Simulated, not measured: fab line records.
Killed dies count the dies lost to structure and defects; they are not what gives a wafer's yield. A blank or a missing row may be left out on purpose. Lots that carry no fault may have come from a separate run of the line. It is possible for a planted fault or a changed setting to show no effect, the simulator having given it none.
fab line records	flow sky130
[record] lots = 5	wafers = 23
route steps=708 shown FIELD_ISO@2 DNWELL@38 PWDE@47 NWELL@77 VT_ADJUST_HVTP@87 VT_ADJUST_LVTN@100 VT_ADJUST_NCORE@123 VT_ADJUST_HVTR@135
start-h: the number of hours between the record's first day and the start of the first shown wafer of the lot	wait-h: hours elapsed since this lot's preceding step	" identical to the entry in the row above	L1.1+2: one row covering several wafers at once	- value missing, or start not given	* or withheld: withheld	< > ~ a bound
route shown NAME@n: NAME is a module with steps in the file, n the number in the route of the first one	usual: mean/standard deviation taken from wafers without a fault	same: alike in all rows	chamber/n: place in a boat	sites: each site's reading	_std_site: standard deviation across them	_edge_site: inner sites' mean taken away from outer sites' mean	radius-mm: for every site, how far away it sits from the centre of the wafer	mask NAME#n: copy n	behind: the tool/chamber that last shaped the wafer	hold: reason for holding the lot/hours on hold/outcome of the hold	device: whichever transistor did not switch (one of n, p or np)	end of line: at the end of the route, the tests of the same wafers	a step given without rows: its recipe and nothing more	killed: dies that structure and defects cost at the first sort, which is not the same as the wafer's yield	map: dies across one wafer; x = killed, . = not, _ = none there
set.NAME: the setting that was run; set.NAME@STEP: the one run at that earlier step	model.NAME: the simulator's own value behind a step, which no gauge read
lots with deliberately changed settings; one table per step, one row per wafer
[[steps]]
[step SKY_FIELD_ISO_OXIDATION_01]
[recipe] temp-c = 900	ambient = O2	stabilise-s = 600	purge-s = 300	target-thk-a = 120	ox-time-s = 1843
lot.wafer	tool	chamber	start-h	wait-h	set.temp-c	model.SiO2_of_FIELD_ISO_OXIDATION_01.thk-nm
L074.2	furnace-01	0	10.97	0.9	900	12.05
L074.4	"	0	"	"	900	11.94
L074.5	"	0	"	"	900	11.97
L076.1	-	-	-	0.7	914.8	13.94
L076.2	"	-	"	"	914.8	14.19
L076.4	"	-	"	"	914.8	13.99
L076.5	"	-	"	"	914.8	14.26
L076.6	"	-	"	"	914.8	14.02
L081.1	-	-	-	1.3	900	12.12
L081.2	"	-	"	"	900	12.25
L081.3	"	-	"	"	900	12.18
L081.5	"	-	"	"	900	12.13
L081.6	"	-	"	"	900	12.4
L083.1	-	-	-	2.7	916.5	14.22
L083.2	"	-	"	"	916.5	14.09
L083.3	"	-	"	"	916.5	14.3
L083.4	"	-	"	"	916.5	14.32
L083.6	"	-	"	"	916.5	14.18
L085.1	-	-	-	4.2	910.4	13.59
L085.2	"	-	"	"	910.4	13.58
L085.4	"	-	"	"	910.4	13.39
L085.5+6	"	-	"	"	910.4	13.65
[step SKY_FIELD_ISO_THK_MEAS_02]
[recipe] reads = SiO2_of_FIELD_ISO_OXIDATION_01
[usual] FIELD_ISO_OXIDATION_00_THK = 12.01/0.19
lot.wafer	tool	chamber	start-h	wait-h	set.temp-c@FIELD_ISO_OXIDATION_01	FIELD_ISO_OXIDATION_00_THK[nm]
L074.2	film-metro-03	-	12.49	0.0	900	12.04
L074.4	"	-	"	"	900	11.87
L074.5	"	-	"	"	900	11.95
L076.1	film-metro-04	-	-	-	914.8	13.99
L076.2	"	-	"	"	914.8	14.20
L076.4	"	-	"	"	914.8	13.95
L076.5	"	-	"	"	914.8	14.29
L076.6	"	-	"	"	914.8	14.02
L081.1	film-metro-03	-	-	-	900	12.12
L081.2	"	-	"	"	900	12.31
L081.3	"	-	"	"	900	12.13
L081.5	"	-	"	"	900	12.16
L081.6	"	-	"	"	900	12.43
L083.1	film-metro-04	-	-	-	916.5	14.26
L083.2	"	-	"	"	916.5	14.13
L083.3	"	-	"	"	916.5	14.31
L083.4	"	-	"	"	916.5	14.35
L083.6	"	-	"	"	916.5	14.19
L085.1	film-metro-03	-	-	-	910.4	13.62
L085.2	"	-	"	"	910.4	13.60
L085.4	"	-	"	"	910.4	13.41
L085.5	"	-	"	"	910.4	13.63
L085.6	"	-	"	"	910.4	13.64
[step SKY_DNWELL_SOFTBAKE_03]
[recipe] temp-c = 110	time-s = withheld
lot.wafer	tool	chamber	start-h	wait-h	set.temp-c
L074.2+4+5	litho-track-03	0	44.82	0.1	110
L076.1+2+4+5+6	litho-track-02	0	56.61	0.1	110
L081.1+2+6	litho-track-02	0	89.16	0.1	110
L081.3+5	"	0	"	"	108.7
L083.1+3+4	litho-track-03	0	94.74	0.1	110
L083.2+6	"	0	"	"	112.9
L085.1+2+4	litho-track-03	0	106.99	0.1	110
L085.5+6	"	0	"	"	107.9
[step SKY_DNWELL_EXPOSE_04]
[recipe] mask-id = DNM	na = 0.57	target-cd-nm = 3000	dose-mj = 222
[step SKY_DNWELL_PEB_05]
[recipe] temp-c = 115	time-s = withheld
[step SKY_DNWELL_DEVELOP_06]
[recipe] wall-angle-deg = 90	developer = TMAH	develop-time-s = 60	dev-temp-c = 23
lot.wafer	tool	chamber	start-h	wait-h	set.temp-c@DNWELL_SOFTBAKE_03	model.coat_of_DNWELL_COAT_02.thk-nm
L074.2+4	litho-track-04	0	-	-	110	2992
L074.5	"	0	"	"	110	2996
L076.1	litho-track-03	0	-	-	110	3001
L076.2	"	0	"	"	110	3000
L076.4	"	0	"	"	110	2995
L076.5	"	0	"	"	110	2992
L076.6	"	0	"	"	110	2998
L081.1	litho-track-02	0	-	-	110	2996
L081.2+6	"	0	"	"	110	2995
L081.3+5	"	0	"	"	108.7	3007
L083.1	litho-track-04	0	-	-	110	2990
L083.2	"	0	"	"	112.9	2969
L083.3	"	0	"	"	110	2989
L083.4	"	0	"	"	110	3000
L083.6	"	0	"	"	112.9	2972
L085.1	litho-track-03	0	-	-	110	2998
L085.2	"	0	"	"	110	3000
L085.4	"	0	"	"	110	3007
L085.5	"	0	"	"	107.9	3021
L085.6	"	0	"	"	107.9	3013
[step SKY_DNWELL_IMPLANT_07]
[recipe] species = P	energy-kev = withheld	dose-cm2 = withheld	tilt-deg = withheld
[step SKY_DNWELL_STRIP_08]
[recipe] chemistry = O2/N2	power-w = 1400	pressure-mtorr = 1500	platen-temp-c = withheld	o2-flow-sccm = 3000	n2-flow-sccm = 300	overash-fraction = 0.5
[usual] strip-time-to-endpoint-s = 36.92/0.079
lot.wafer	tool	chamber	start-h	wait-h	set.temp-c@DNWELL_SOFTBAKE_03	strip-time-to-endpoint-s
L074.2	plasma-asher-04	1	53.13	0.1	110	36.87
L074.4	"	1	"	"	110	36.84
L074.5	"	1	"	"	110	36.91
L076.1	plasma-asher-04	1	64.89	0.1	110	36.98
L076.2	"	0	"	"	110	36.96
L076.4	"	1	"	"	110	36.90
L076.5	"	1	"	"	110	36.87
L076.6	"	0	"	"	110	36.93
L081.1	plasma-asher-02	1	97.36	0.1	110	36.93
L081.2	"	0	"	"	110	36.91
L081.3	"	0	"	"	108.7	37.03
L081.5	"	1	"	"	108.7	37.05
L081.6	"	0	"	"	110	36.91
L083.1	plasma-asher-03	0	103.38	0.1	110	36.85
L083.2	"	1	"	"	112.9	36.61
L083.3	"	0	"	"	110	36.83
L083.4	"	1	"	"	110	36.97
L083.6	"	1	"	"	112.9	36.62
L085.1	plasma-asher-04	0	116.39	0.1	110	36.93
L085.2	"	1	"	"	110	36.95
L085.4	"	1	"	"	110	37.06
L085.5	"	0	"	"	107.9	37.21
L085.6	"	1	"	"	107.9	37.11
[step SKY_PWDE_COAT_02]
[recipe] spin-rpm = 2000	resist-thk-nm = 3000
lot.wafer	tool	chamber	start-h	wait-h	set.resist-thk-nm	model.coat_of_PWDE_COAT_02.thk-nm
L074.2	litho-track-04	0	60.60	0.1	3000	3005
L074.4	"	0	"	"	3000	3012
L074.5	"	0	"	"	3000	3008
L076.1	litho-track-04	0	72.98	0.1	3000	3011
L076.2	"	0	"	"	2875	2889
L076.4	"	0	"	"	2875	2896
L076.5	"	0	"	"	2875	2890
L076.6	"	0	"	"	3000	3014
L081.1	litho-track-04	0	106.83	0.1	3000	3010
L081.2	"	0	"	"	3000	2989
L081.3+5	"	0	"	"	2877	2879
L081.6	"	0	"	"	2877	2870
L083.1	litho-track-03	0	112.34	0.1	3000	3008
L083.2	"	0	"	"	3148	3146
L083.3	"	0	"	"	3000	3009
L083.4	"	0	"	"	3148	3155
L083.6	"	0	"	"	3148	3142
L085.1+4	litho-track-03	0	125.19	0.1	3000	3008
L085.2	"	0	"	"	3000	3010
L085.5	"	0	"	"	3000	3006
L085.6	"	0	"	"	3000	3007
[step SKY_PWDE_IMPLANT_08]
[recipe] species = B	energy-kev = 150	dose-cm2 = 3.6e+12	tilt-deg = withheld
lot.wafer	tool	chamber	start-h	wait-h	set.energy-kev	model.implant.drp-nm
L074.2+4+5	implanter-03	0	69.19	0.0	150	97.97
L076.1+4	implanter-02	0	81.60	0.0	155.3	99.39
L076.2+5+6	"	0	"	"	150	97.97
L081.1+3+6	implanter-04	0	115.92	0.0	150	97.97
L081.2+5	"	0	"	"	156.3	99.67
L083.1+2	implanter-03	0	121.40	0.0	150	97.97
L083.3+4+6	"	0	"	"	156.2	99.64
L085.1+2+5	implanter-02	0	134.39	0.0	143.3	96.31
L085.4+6	"	0	"	"	150	97.97
[step SKY_PWDE_STRIP_09]
[recipe] chemistry = O2/N2	power-w = 1400	pressure-mtorr = 1500	platen-temp-c = withheld	o2-flow-sccm = 3000	n2-flow-sccm = 300	overash-fraction = 0.5
[usual] strip-time-to-endpoint-s = 36.94/0.096
lot.wafer	tool	chamber	start-h	wait-h	set.resist-thk-nm@PWDE_COAT_02	strip-time-to-endpoint-s
L074.2	plasma-asher-03	0	69.31	0.1	3000	36.96
L074.4	"	0	"	"	3000	37.05
L074.5	"	0	"	"	3000	37.01
L076.1	plasma-asher-01	0	81.75	0.1	3000	37.02
L076.2	"	1	"	"	2875	35.64
L076.4	"	1	"	"	2875	35.71
L076.5	"	1	"	"	2875	35.67
L076.6	"	0	"	"	3000	37.06
L081.1	plasma-asher-03	0	116.11	0.2	3000	37.02
L081.2	"	1	"	"	3000	36.77
L081.3	"	0	"	"	2877	35.53
L081.5	"	1	"	"	2877	35.52
L081.6	"	0	"	"	2877	35.42
L083.1	plasma-asher-02	0	121.55	0.1	3000	37.01
L083.2	"	1	"	"	3148	38.61
L083.3	"	0	"	"	3000	37.01
L083.4	"	1	"	"	3148	38.65
L083.6	"	0	"	"	3148	38.52
L085.1	plasma-asher-02	1	134.54	0.1	3000	37.00
L085.2	"	0	"	"	3000	37.02
L085.4	"	1	"	"	3000	37.01
L085.5	"	0	"	"	3000	36.97
L085.6	"	1	"	"	3000	36.98
[step SKY_NWELL_IMPLANT_24]
[recipe] species = B	energy-kev = 140	dose-cm2 = 9.2e+12	tilt-deg = withheld
lot.wafer	tool	chamber	start-h	wait-h	set.energy-kev	model.implant.drp-nm
L074.2+4+5	implanter-01	0	102.94	0.0	140	95.47
L076.1+2+6	implanter-01	0	117.65	0.0	142.6	96.13
L076.4+5	"	0	"	"	140	95.47
L081.1+2+6	implanter-01	0	153.50	0.0	140	95.47
L081.3+5	"	0	"	"	143.1	96.26
L083.1+2+6	implanter-03	0	159.75	0.0	140	95.47
L083.3+4	"	0	"	"	145.3	96.8
L085.1+2+6	implanter-01	0	172.85	0.0	140	95.47
L085.4+5	"	0	"	"	142.1	96.01
[step SKY_VT_ADJUST_HVTP_COAT_02]
[recipe] resist = NOVOLAK	spin-rpm = 3000	resist-thk-nm = 1140
lot.wafer	tool	chamber	start-h	wait-h	set.resist-thk-nm	model.NOVOLAK_of_VT_ADJUST_HVTP_COAT_02.thk-nm
L074.2+5	litho-track-02	0	112.59	0.1	1140	1140
L074.4	"	0	"	"	1140	1138
L076.1	litho-track-03	0	126.79	0.1	1073	1076
L076.2+5	"	0	"	"	1073	1077
L076.4	"	0	"	"	1140	1143
L076.6	"	0	"	"	1140	1139
L081.1+3+6	litho-track-03	0	164.24	0.1	1140	1141
L081.2	"	0	"	"	1140	1144
L081.5	"	0	"	"	1140	1142
L083.1	litho-track-02	0	170.76	0.1	1182	1183
L083.2	"	0	"	"	1182	1184
L083.3+6	"	0	"	"	1140	1143
L083.4	"	0	"	"	1182	1187
L085.1	litho-track-03	0	184.34	0.1	1140	1137
L085.2+4	"	0	"	"	1140	1141
L085.5	"	0	"	"	1140	1136
L085.6	"	0	"	"	1140	1138
[step SKY_VT_ADJUST_HVTP_DEVELOP_06]
[recipe] resist = NOVOLAK	developer = TMAH	develop-time-s = 60	dev-temp-c = 23
lot.wafer	tool	chamber	start-h	wait-h	set.dev-temp-c
L074.2+4+5	litho-track-02	0	121.49	0.1	23
L076.1+2+4+5+6	litho-track-01	0	136.06	0.1	23
L081.1+5+6	litho-track-01	0	174.66	0.1	23
L081.2+3	"	0	"	"	26.2
L083.1+4+6	litho-track-02	0	180.46	0.1	25.97
L083.2+3	"	0	"	"	23
L085.1+2+4+5+6	litho-track-01	0	194.61	0.1	23
[step SKY_VT_ADJUST_HVTP_IMPLANT_09]
[recipe] species = As	energy-kev = 150	dose-cm2 = 4.3e+12	tilt-deg = withheld
[step SKY_VT_ADJUST_HVTP_STRIP_10]
[recipe] chemistry = O2/N2	power-w = 1400	pressure-mtorr = 1500	platen-temp-c = withheld	o2-flow-sccm = 3000	n2-flow-sccm = 300	overash-fraction = 0.5
[usual] strip-time-to-endpoint-s = 14.141/0.028
lot.wafer	tool	chamber	start-h	wait-h	set.resist-thk-nm@VT_ADJUST_HVTP_COAT_02	strip-time-to-endpoint-s
L074.2	plasma-asher-04	0	121.92	0.1	1140	14.136
L074.4	"	0	"	"	1140	14.105
L074.5	"	1	"	"	1140	14.137
L076.1	plasma-asher-01	1	136.52	0.1	1073	13.398
L076.2	"	0	"	"	1073	13.420
L076.4	"	0	"	"	1140	14.178
L076.5	"	0	"	"	1073	13.407
L076.6	"	1	"	"	1140	14.127
L081.1	plasma-asher-03	1	175.12	0.1	1140	14.146
L081.2	"	0	"	"	1140	14.179
L081.3	"	0	"	"	1140	14.161
L081.5	"	1	"	"	1140	14.163
L081.6	"	0	"	"	1140	14.144
L083.1	plasma-asher-03	1	180.92	0.1	1182	14.591
L083.2	"	0	"	"	1182	14.611
L083.3	"	0	"	"	1140	14.164
L083.4	"	1	"	"	1182	14.654
L083.6	"	1	"	"	1140	14.167
L085.1	plasma-asher-03	1	195.07	0.1	1140	14.097
L085.2	"	0	"	"	1140	14.124
L085.4	"	0	"	"	1140	14.148
L085.5	"	1	"	"	1140	14.080
L085.6	"	0	"	"	1140	14.113
[step SKY_VT_ADJUST_LVTN_SOFTBAKE_03]
[recipe] temp-c = 110	time-s = withheld
lot.wafer	tool	chamber	start-h	wait-h	set.temp-c
L074.2+4+5	litho-track-02	0	131.40	0.1	110
L076.1+6	litho-track-04	0	146.28	0.1	110
L076.2+4+5	"	0	"	"	113.6
L081.1+2	litho-track-03	0	185.44	0.1	112
L081.3+5+6	"	0	"	"	110
L083.1+3+6	litho-track-03	0	191.54	0.1	107
L083.2+4	"	0	"	"	110
L085.1+4	litho-track-03	0	206.24	0.1	113.5
L085.2+5+6	"	0	"	"	110
[step SKY_VT_ADJUST_LVTN_EXPOSE_04]
[recipe] mask-id = NWM_COMPLEMENT_LESS_NATIVE	na = 0.6	source-shape = conventional	sigma-outer = 0.6	polarization = unpolarized	target-cd-nm = 840	dose-mj = 189.3
[step SKY_VT_ADJUST_LVTN_PEB_05]
[recipe] temp-c = 115	time-s = withheld
[step SKY_VT_ADJUST_LVTN_DEVELOP_06]
[recipe] wall-angle-deg = 90	developer = TMAH	develop-time-s = 60	dev-temp-c = 23
lot.wafer	tool	chamber	start-h	wait-h	set.temp-c@VT_ADJUST_LVTN_SOFTBAKE_03	model.coat_of_VT_ADJUST_LVTN_COAT_02.thk-nm
L074.2	litho-track-03	0	-	-	110	2973
L074.4	"	0	"	"	110	2985
L074.5	"	0	"	"	110	2977
L076.1	litho-track-02	0	-	-	110	2995
L076.2	"	0	"	"	113.6	2965
L076.4	"	0	"	"	113.6	2962
L076.5	"	0	"	"	113.6	2960
L076.6	"	0	"	"	110	2989
L081.1	litho-track-03	0	-	-	112	2983
L081.2	"	0	"	"	112	2984
L081.3	"	0	"	"	110	2991
L081.5	"	0	"	"	110	2990
L081.6	"	0	"	"	110	2994
L083.1	litho-track-03	0	-	-	107	3018
L083.2	"	0	"	"	110	2994
L083.3	"	0	"	"	107	3021
L083.4	"	0	"	"	110	2996
L083.6	"	0	"	"	107	3023
L085.1	litho-track-02	0	-	-	113.5	2975
L085.2	"	0	"	"	110	3001
L085.4	"	0	"	"	113.5	2983
L085.5	"	0	"	"	110	3002
L085.6	"	0	"	"	110	2997
[step SKY_VT_ADJUST_LVTN_IMPLANT_08]
[recipe] species = B	energy-kev = 30	dose-cm2 = 1.57e+12	tilt-deg = withheld
lot.wafer	tool	chamber	start-h	wait-h	set.energy-kev	model.implant.rp-nm	model.implant.drp-nm
L074.2+4+5	implanter-02	0	140.75	0.0	30	97.39	42.97
L076.1+2+4+5+6	implanter-01	0	156.25	0.0	30	96.55	42.97
L081.1+5	implanter-04	0	196.22	0.0	30	96.29	42.97
L081.2+3+6	"	0	"	"	31.15	99.88	44.16
L083.1+2	implanter-02	0	202.11	0.1	30	102	42.97
L083.3+4+6	"	0	"	"	29.07	98.87	41.87
L085.1+5	implanter-02	0	217.45	0.0	30	97.86	42.97
L085.2+4+6	"	0	"	"	31.19	101.6	44.2
[step SKY_VT_ADJUST_LVTN_STRIP_09]
[recipe] chemistry = O2/N2	power-w = 1400	pressure-mtorr = 1500	platen-temp-c = withheld	o2-flow-sccm = 3000	n2-flow-sccm = 300	overash-fraction = 0.5
[usual] strip-time-to-endpoint-s = 36.89/0.097
lot.wafer	tool	chamber	start-h	wait-h	set.temp-c@VT_ADJUST_LVTN_SOFTBAKE_03	strip-time-to-endpoint-s
L074.2	plasma-asher-02	1	140.87	0.1	110	36.65
L074.4	"	1	"	"	110	36.79
L074.5	"	1	"	"	110	36.69
L076.1	plasma-asher-04	1	156.40	0.1	110	36.90
L076.2	"	0	"	"	113.6	36.55
L076.4	"	1	"	"	113.6	36.51
L076.5	"	1	"	"	113.6	36.49
L076.6	"	0	"	"	110	36.83
L081.1	plasma-asher-03	1	196.37	0.1	112	36.75
L081.2	"	0	"	"	112	36.78
L081.3	"	0	"	"	110	36.86
L081.5	"	1	"	"	110	36.84
L081.6	"	0	"	"	110	36.90
L083.1	plasma-asher-04	0	202.26	0.1	107	37.17
L083.2	"	1	"	"	110	36.88
L083.3	"	0	"	"	107	37.22
L083.4	"	1	"	"	110	36.92
L083.6	"	0	"	"	107	37.23
L085.1	plasma-asher-02	1	217.60	0.1	113.5	36.68
L085.2	"	0	"	"	110	36.97
L085.4	"	1	"	"	113.5	36.77
L085.5	"	1	"	"	110	37.00
L085.6	"	0	"	"	110	36.93
[step SKY_VT_ADJUST_NCORE_EXPOSE_04]
[recipe] mask-id = LVTN_COMPLEMENT_THIN	na = 0.6	source-shape = conventional	sigma-outer = 0.6	polarization = unpolarized	target-cd-nm = 380	dose-mj = 139
lot.wafer	tool	chamber	start-h	wait-h	mask	set.dose-mj
L074.2+4+5	iline-stepper-02	0	-	-	LVTN_COMPLEMENT_THIN#0	139
L076.1+5+6	iline-stepper-01	0	-	-	LVTN_COMPLEMENT_THIN#0	139
L076.2+4	"	0	"	"	LVTN_COMPLEMENT_THIN#0	133.4
L081.1+2+3+5+6	iline-stepper-01	0	-	-	LVTN_COMPLEMENT_THIN#0	139
L083.1+4	iline-stepper-02	0	-	-	LVTN_COMPLEMENT_THIN#0	148.7
L083.2+3+6	"	0	"	"	LVTN_COMPLEMENT_THIN#0	139
L085.1+4+6	iline-stepper-02	0	-	-	LVTN_COMPLEMENT_THIN#0	139
L085.2+5	"	0	"	"	LVTN_COMPLEMENT_THIN#0	130.5
[step SKY_VT_ADJUST_NCORE_PEB_05]
[recipe] temp-c = withheld	time-s = *	resist = NOVOLAK
[step SKY_VT_ADJUST_NCORE_DEVELOP_06]
[recipe] resist = NOVOLAK	developer = TMAH	develop-time-s = 60	dev-temp-c = 23
[step SKY_VT_ADJUST_NCORE_CD_MEAS_07]
[recipe] target-cd-nm = 380
[usual] cd-nm = 379.5/2.9
lot.wafer	tool	chamber	start-h	wait-h	set.dose-mj@VT_ADJUST_NCORE_EXPOSE_04	cd-nm
L074.2	cd-sem-01	-	180.46	0.1	139	376.8
L074.4	"	-	"	"	139	380.1
L074.5	"	-	"	"	139	376.6
L076.1	cd-sem-02	-	197.79	0.1	139	379.3
L076.2	"	-	"	"	133.4	367.9
L076.4	"	-	"	"	133.4	363.1
L076.5	"	-	"	"	139	378.8
L076.6	"	-	"	"	139	379.3
L081.1	cd-sem-01	-	241.12	0.1	139	382.7
L081.2	"	-	"	"	139	381.7
L081.3	"	-	"	"	139	379.3
L081.5	"	-	"	"	139	380.1
L081.6	"	-	"	"	139	381.8
L083.1	cd-sem-02	-	246.71	0.1	148.7	401.9
L083.2	"	-	"	"	139	380.6
L083.3	"	-	"	"	139	379.1
L083.4	"	-	"	"	148.7	401.5
L083.6	"	-	"	"	139	382.7
L085.1	cd-sem-02	-	262.69	0.1	139	379.5
L085.2	"	-	"	"	130.5	361.8
L085.4	"	-	"	"	139	380.1
L085.5	"	-	"	"	130.5	360.2
L085.6	"	-	"	"	139	379.3
[step SKY_VT_ADJUST_HVTR_EXPOSE_04]
[recipe] mask-id = HVTRM	target-cd-nm = 380	na = 0.6	source-shape = conventional	sigma-outer = 0.6	dose-mj = 150
lot.wafer	tool	chamber	start-h	wait-h	mask	set.dose-mj
L074.2+4+5	iline-stepper-01	0	-	-	HVTRM#0	150
L076.1+4+6	iline-stepper-02	0	-	-	HVTRM#0	138.9
L076.2+5	"	0	"	"	HVTRM#0	150
L081.1+2+3+5+6	iline-stepper-01	0	-	-	HVTRM#0	150
L083.1+2+3	iline-stepper-02	0	-	-	HVTRM#0	143.8
L083.4+6	"	0	"	"	HVTRM#0	150
L085.1+4+5	iline-stepper-01	0	-	-	HVTRM#0	150
L085.2+6	"	0	"	"	HVTRM#0	143.1
[step SKY_VT_ADJUST_HVTR_PEB_05]
[recipe] temp-c = withheld	time-s = *	resist = NOVOLAK
[step SKY_VT_ADJUST_HVTR_DEVELOP_06]
[recipe] develop-time-s = 60	dev-temp-c = 23
[step SKY_VT_ADJUST_HVTR_CD_MEAS_07]
[recipe] target-cd-nm = 380
[usual] cd-nm = 380.5/2.7
lot.wafer	tool	chamber	start-h	wait-h	set.dose-mj@VT_ADJUST_HVTR_EXPOSE_04	cd-nm
L074.2	cd-sem-02	-	202.25	0.1	150	381.1
L074.4	"	-	"	"	150	381.3
L074.5	"	-	"	"	150	378.2
L076.1	cd-sem-02	-	220.31	0.1	138.9	361.4
L076.2	"	-	"	"	150	383.7
L076.4	"	-	"	"	138.9	360.8
L076.5	"	-	"	"	150	384.9
L076.6	"	-	"	"	138.9	364.4
L081.1	cd-sem-02	-	263.96	0.1	150	376.6
L081.2	"	-	"	"	150	377.0
L081.3	"	-	"	"	150	379.2
L081.5	"	-	"	"	150	379.2
L081.6	"	-	"	"	150	379.3
L083.1	cd-sem-01	-	269.86	0.1	143.8	372.5
L083.2	"	-	"	"	143.8	369.4
L083.3	"	-	"	"	143.8	368.7
L083.4	"	-	"	"	150	379.8
L083.6	"	-	"	"	150	381.0
L085.1	cd-sem-02	-	287.11	0.1	150	380.5
L085.2	"	-	"	"	143.1	366.7
L085.4	"	-	"	"	150	381.8
L085.5	"	-	"	"	150	378.7
L085.6	"	-	"	"	143.1	367.9
[[key]]
[split] step = SKY_FIELD_ISO_OXIDATION_01	setting = temp-c	stated = 900	by = lot
[response] step = SKY_FIELD_ISO_OXIDATION_01	reading = model.SiO2_of_FIELD_ISO_OXIDATION_01.thk-nm	change = +1.17	per = 1%	r = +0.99
[response] step = SKY_FIELD_ISO_THK_MEAS_02	reading = FIELD_ISO_OXIDATION_00_THK	change = +1.18	per = 1%	r = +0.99
[split] step = SKY_DNWELL_SOFTBAKE_03	setting = temp-c	stated = 110	by = wafer
[response] step = SKY_DNWELL_DEVELOP_06	reading = model.coat_of_DNWELL_COAT_02.thk-nm	change = -8.63	per = 1%	r = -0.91
[response] step = SKY_DNWELL_STRIP_08	reading = strip-time-to-endpoint-s	change = *	per = 1%	r = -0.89
[split] step = SKY_PWDE_COAT_02	setting = resist-thk-nm	stated = 3000	by = wafer
[response] step = SKY_PWDE_COAT_02	reading = model.coat_of_PWDE_COAT_02.thk-nm	change = +29	per = 1%	r = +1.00
[response] step = SKY_PWDE_STRIP_09	reading = strip-time-to-endpoint-s	change = *	per = 1%	r = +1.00
[split] step = SKY_PWDE_IMPLANT_08	setting = energy-kev	stated = 150	by = wafer
[response] step = SKY_PWDE_IMPLANT_08	reading = model.implant.drp-nm	change = +0.395	per = 1%	r = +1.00
[split] step = SKY_NWELL_IMPLANT_24	setting = energy-kev	stated = 140	by = wafer
[response] step = SKY_NWELL_IMPLANT_24	reading = model.implant.drp-nm	change = +0.352	per = 1%	r = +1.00
[split] step = SKY_VT_ADJUST_HVTP_COAT_02	setting = resist-thk-nm	stated = 1140	by = wafer
[response] step = SKY_VT_ADJUST_HVTP_COAT_02	reading = model.NOVOLAK_of_VT_ADJUST_HVTP_COAT_02.thk-nm	change = +11	per = 1%	r = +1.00
[response] step = SKY_VT_ADJUST_HVTP_STRIP_10	reading = strip-time-to-endpoint-s	change = *	per = 1%	r = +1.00
[split] step = SKY_VT_ADJUST_HVTP_DEVELOP_06	setting = dev-temp-c	stated = 23	by = wafer
response none clear
[split] step = SKY_VT_ADJUST_LVTN_SOFTBAKE_03	setting = temp-c	stated = 110	by = wafer
[response] step = SKY_VT_ADJUST_LVTN_DEVELOP_06	reading = model.coat_of_VT_ADJUST_LVTN_COAT_02.thk-nm	change = -7.86	per = 1%	r = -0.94
[response] step = SKY_VT_ADJUST_LVTN_STRIP_09	reading = strip-time-to-endpoint-s	change = *	per = 1%	r = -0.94
[split] step = SKY_VT_ADJUST_LVTN_IMPLANT_08	setting = energy-kev	stated = 30	by = wafer
[response] step = SKY_VT_ADJUST_LVTN_IMPLANT_08	reading = model.implant.rp-nm	change = +0.955	per = 1%	r = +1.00
[response] step = SKY_VT_ADJUST_LVTN_IMPLANT_08	reading = model.implant.drp-nm	change = +0.321	per = 1%	r = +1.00
[split] step = SKY_VT_ADJUST_NCORE_EXPOSE_04	setting = dose-mj	stated = 139	by = wafer
[response] step = SKY_VT_ADJUST_NCORE_CD_MEAS_07	reading = cd-nm	change = +3.07	per = 1%	r = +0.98
[split] step = SKY_VT_ADJUST_HVTR_EXPOSE_04	setting = dose-mj	stated = 150	by = wafer
[response] step = SKY_VT_ADJUST_HVTR_CD_MEAS_07	reading = cd-nm	change = +2.86	per = 1%	r = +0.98
